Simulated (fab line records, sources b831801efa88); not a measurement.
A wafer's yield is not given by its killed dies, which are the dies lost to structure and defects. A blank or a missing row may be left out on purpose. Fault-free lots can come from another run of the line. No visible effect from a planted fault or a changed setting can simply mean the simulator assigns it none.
Lot-split experiment | flow gf180mcu | route with 602 steps; 5 lots, 16 wafers read

== ON THE SPLIT ==
At GF_V3_DEVELOP_13 (develop time 60 s), the setting develop time s was moved away from the recipe's 60 s on 5 of the 16 wafers read, by -7.6% to +14.8%. All remaining wafers had this setting at the recipe value.

== THE PATH FROM SPLIT TO READING: the file shows 1 step between them ==
- GF_M4_SPUTTER_04: material TiN, target thk 50 nm, time 41.7 s (also split here: time s)

== THE READING ==
M4.feature depth nm (the simulator's own value, which no gauge read), in nm, at GF_M4_METAL_ETCH_16 (etches the open film in Cl2/BCl3, stops on SiO2, target depth 627.5 nm, time 104.6 s). There is no usual value for it anywhere in the file. Here, 11 wafers ran the recipe; their average is 607.5 nm with a standard deviation of 3.3 nm.

wafer  | tool, chamber at the split | develop time s as run, s | against the recipe | M4.feature depth nm, nm | against lot-mates on the recipe
L077.4 | litho track-04, 0          | 60                       | recipe             | 601.5                   | -
L077.5 | litho track-04, 0          | 60                       | recipe             | 607                     | -
L077.6 | litho track-04, 0          | 60                       | recipe             | 604.5                   | -
L081.1 | litho track-04, 0          | 60                       | recipe             | 614                     | -
L081.2 | litho track-04, 0          | 60                       | recipe             | 610.1                   | -
L081.3 | litho track-04, 0          | 60                       | recipe             | 607.6                   | -
L081.5 | litho track-04, 0          | 60                       | recipe             | 611.3                   | -
L081.6 | litho track-04, 0          | 60                       | recipe             | 607.9                   | -
L080.3 | litho track-04, 0          | 63.61                    | +6.0%              | 605.7                   | -2.4
L080.4 | litho track-04, 0          | 63.61                    | +6.0%              | 600.7                   | -7.4
L080.6 | litho track-04, 0          | 60                       | recipe             | 608.1                   | -
L083.2 | litho track-03, 0          | 60                       | recipe             | 605.3                   | -
L083.4 | litho track-03, 0          | 68.9                     | +14.8%             | 581.2                   | -24.1
L083.5 | litho track-03, 0          | 68.9                     | +14.8%             | 579                     | -26.3
L084.2 | litho track-01, 0          | 55.46                    | -7.6%              | 604.6                   | -0.1
L084.5 | litho track-01, 0          | 60                       | recipe             | 604.7                   | -

FIT RESULTS
A straight line over all 16 wafers: M4.feature depth nm changes by -1.41 nm for each +1% of develop time s; r = -0.84; the points scatter about the line by 5.5 nm.
The same after taking each lot's own level away (the mean of its wafers on the recipe; 16 wafers): -1.36 nm for each +1%; r = -0.90; scatter 4 nm.
On that fit, the largest move of develop time s shifts the reading by 20 nm.
Across the lots, their own levels run from 604.33 to 610.18 nm, a range of 1.8 times the standard deviation given above.
The two slopes are in agreement: the lot-to-lot level therefore moves the slope only a little.
Check: -19.2 nm against its lot-mates is what the line predicts for one of the wafers moved furthest among these (+14.8%) when that wafer is left out of the fit. It came out at -24.1 nm against them.

== OTHER SPLITS ON THESE WAFERS ==
Note: prior to the reading, these wafers also went through further splits. Each is held against what the fit with the lots' levels taken away leaves over:
other split on the same wafers | wafers away from the commonest value | r with M4.feature depth nm (lot level and that fit taken away)
GF_M3_COAT_09 resist thk nm    | 7                                    | +0.46
GF_M4_SPUTTER_04 time s        | 0                                    | -

== FILE'S OWN FIT ==
M4.feature depth nm changes by -1.35 nm for each +1% of develop time s, r = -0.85.
